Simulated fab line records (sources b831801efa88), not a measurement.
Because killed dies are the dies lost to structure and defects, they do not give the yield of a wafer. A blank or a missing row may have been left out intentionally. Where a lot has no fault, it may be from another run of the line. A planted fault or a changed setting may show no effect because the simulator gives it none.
Lot-split experiment / flow gf180mcu / route with 602 steps; 5 lots, 19 wafers read

== THE SPLIT ITSELF ==
At GF_M3_METAL_ETCH_16 (etches the open film in Cl2/BCl3, stops on SiO2, target depth 627.5 nm, time 104.6 s), the setting icp_w was moved away from the recipe's 800 W on 6 of the 19 wafers read, by -11.5% to +9.2%. This setting was run at the recipe's value on the other wafers.

Reading taken at the split's own step.

== THE READING ==
KrF_of_M3_COAT_09.thk_nm (the simulator's own value, which no gauge read), in nm, at GF_M3_METAL_ETCH_16 (etches the open film in Cl2/BCl3, stops on SiO2, target depth 627.5 nm, time 104.6 s). The file gives no usual value for it. Across the 13 wafers here that went through the recipe, the average is 735.3 nm and the standard deviation 3.4 nm.

wafer=L074.1; tool, chamber at the split=rie_metal-03, 0; icp_w as run, W=730.8; against the recipe=-8.7%; KrF_of_M3_COAT_09.thk_nm, nm=752.5; against lot-mates on the recipe=+19.8
wafer=L074.2; tool, chamber at the split=rie_metal-03, 0; icp_w as run, W=800; against the recipe=recipe; KrF_of_M3_COAT_09.thk_nm, nm=730.8; against lot-mates on the recipe=-
wafer=L074.3; tool, chamber at the split=rie_metal-03, 0; icp_w as run, W=730.8; against the recipe=-8.7%; KrF_of_M3_COAT_09.thk_nm, nm=753.6; against lot-mates on the recipe=+20.9
wafer=L074.4; tool, chamber at the split=rie_metal-03, 0; icp_w as run, W=800; against the recipe=recipe; KrF_of_M3_COAT_09.thk_nm, nm=733; against lot-mates on the recipe=-
wafer=L074.6; tool, chamber at the split=rie_metal-03, 0; icp_w as run, W=800; against the recipe=recipe; KrF_of_M3_COAT_09.thk_nm, nm=734.3; against lot-mates on the recipe=-
wafer=L075.1; tool, chamber at the split=rie_metal-04, 1; icp_w as run, W=800; against the recipe=recipe; KrF_of_M3_COAT_09.thk_nm, nm=732.6; against lot-mates on the recipe=-
wafer=L075.2; tool, chamber at the split=rie_metal-04, 0; icp_w as run, W=800; against the recipe=recipe; KrF_of_M3_COAT_09.thk_nm, nm=739.4; against lot-mates on the recipe=-
wafer=L075.3; tool, chamber at the split=rie_metal-04, 0; icp_w as run, W=800; against the recipe=recipe; KrF_of_M3_COAT_09.thk_nm, nm=739; against lot-mates on the recipe=-
wafer=L075.5; tool, chamber at the split=rie_metal-04, 0; icp_w as run, W=800; against the recipe=recipe; KrF_of_M3_COAT_09.thk_nm, nm=737.9; against lot-mates on the recipe=-
wafer=L075.6; tool, chamber at the split=rie_metal-04, 1; icp_w as run, W=800; against the recipe=recipe; KrF_of_M3_COAT_09.thk_nm, nm=729.1; against lot-mates on the recipe=-
wafer=L077.1; tool, chamber at the split=rie_metal-04, 1; icp_w as run, W=708.4; against the recipe=-11.5%; KrF_of_M3_COAT_09.thk_nm, nm=761.3; against lot-mates on the recipe=+23.9
wafer=L077.4; tool, chamber at the split=rie_metal-04, 1; icp_w as run, W=800; against the recipe=recipe; KrF_of_M3_COAT_09.thk_nm, nm=737.4; against lot-mates on the recipe=-
wafer=L077.6; tool, chamber at the split=rie_metal-04, 0; icp_w as run, W=708.4; against the recipe=-11.5%; KrF_of_M3_COAT_09.thk_nm, nm=765.8; against lot-mates on the recipe=+28.4
wafer=L080.1; tool, chamber at the split=rie_metal-03, 1; icp_w as run, W=800; against the recipe=recipe; KrF_of_M3_COAT_09.thk_nm, nm=738.6; against lot-mates on the recipe=-
wafer=L080.3; tool, chamber at the split=rie_metal-03, 0; icp_w as run, W=800; against the recipe=recipe; KrF_of_M3_COAT_09.thk_nm, nm=733.4; against lot-mates on the recipe=-
wafer=L080.5; tool, chamber at the split=rie_metal-03, 1; icp_w as run, W=800; against the recipe=recipe; KrF_of_M3_COAT_09.thk_nm, nm=740; against lot-mates on the recipe=-
wafer=L081.1; tool, chamber at the split=rie_metal-03, 0; icp_w as run, W=800; against the recipe=recipe; KrF_of_M3_COAT_09.thk_nm, nm=733.3; against lot-mates on the recipe=-
wafer=L081.3; tool, chamber at the split=rie_metal-03, 0; icp_w as run, W=873.3; against the recipe=+9.2%; KrF_of_M3_COAT_09.thk_nm, nm=711.6; against lot-mates on the recipe=-21.7
wafer=L081.4; tool, chamber at the split=rie_metal-03, 1; icp_w as run, W=873.3; against the recipe=+9.2%; KrF_of_M3_COAT_09.thk_nm, nm=719.4; against lot-mates on the recipe=-13.9

THE FIT
A straight line over all 19 wafers: KrF_of_M3_COAT_09.thk_nm changes by -2.27 nm for each +1% of icp_w; r = -0.96; the points scatter about the line by 3.6 nm.
The same after taking each lot's own level away (the mean of its wafers on the recipe; 19 wafers): -2.18 nm for each +1%; r = -0.97; scatter 3.1 nm.
On that fit, the largest move of icp_w shifts the reading by 25 nm.
Across the lots, their own levels run from 732.70 to 737.40 nm, a range of 1.4 times the standard deviation given above.
The two slopes agree, so the slope changes little with the lot-to-lot level.
Check: +26 nm against its lot-mates is what the line predicts for one of the wafers moved furthest among these (-11.5%) when that wafer is left out of the fit. It came out at +23.9 nm against them.

== OTHER SPLITS ON THESE WAFERS ==
Note: prior to the reading, these wafers also went through further splits. Each is held against what the fit with the lots' levels taken away leaves over:
other split on the same wafers=GF_CONTACT_COAT_09 resist_thk_nm; wafers away from the commonest value=6; r with KrF_of_M3_COAT_09.thk_nm (lot level and that fit taken away)=+0.05
other split on the same wafers=GF_CONTACT_SPUTTER_22 power_w; wafers away from the commonest value=3; r with KrF_of_M3_COAT_09.thk_nm (lot level and that fit taken away)=+0.21
other split on the same wafers=GF_M1_SPUTTER_00 chamber_pressure_pa; wafers away from the commonest value=14; r with KrF_of_M3_COAT_09.thk_nm (lot level and that fit taken away)=+0.05
other split on the same wafers=GF_V1_COAT_09 resist_thk_nm; wafers away from the commonest value=6; r with KrF_of_M3_COAT_09.thk_nm (lot level and that fit taken away)=+0.00
other split on the same wafers=GF_V1_PEB_12 peb_temp_c; wafers away from the commonest value=2; r with KrF_of_M3_COAT_09.thk_nm (lot level and that fit taken away)=+0.11
other split on the same wafers=GF_M2_SPUTTER_00 time_s; wafers away from the commonest value=6; r with KrF_of_M3_COAT_09.thk_nm (lot level and that fit taken away)=+0.01
other split on the same wafers=GF_V2_CVD_23 temp_c; wafers away from the commonest value=8; r with KrF_of_M3_COAT_09.thk_nm (lot level and that fit taken away)=-0.06
other split on the same wafers=GF_M3_SPUTTER_04 power_w; wafers away from the commonest value=3; r with KrF_of_M3_COAT_09.thk_nm (lot level and that fit taken away)=-0.04

== THE WHOLE CHAIN: every reading that the file lists as answering this split, in the file's order ==
step=GF_M3_METAL_ETCH_16; what it does=etches the open film in Cl2/BCl3, stops on SiO2, target depth 627.5 nm, time 104.6 s; reading=KrF_of_M3_COAT_09.thk_nm (the simulator's own value, which no gauge read); change (the file's fit)=-2.23 nm for each +1% of the setting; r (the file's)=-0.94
step=GF_M3_STRIP_17; what it does=strips in O2/N2; reading=strip_time_to_endpoint_s; change (the file's fit)=withheld for each +1% of the setting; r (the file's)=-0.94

== THE FILE'S OWN FIT ==
KrF_of_M3_COAT_09.thk_nm changes by -2.23 nm for each +1% of icp_w, r = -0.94.
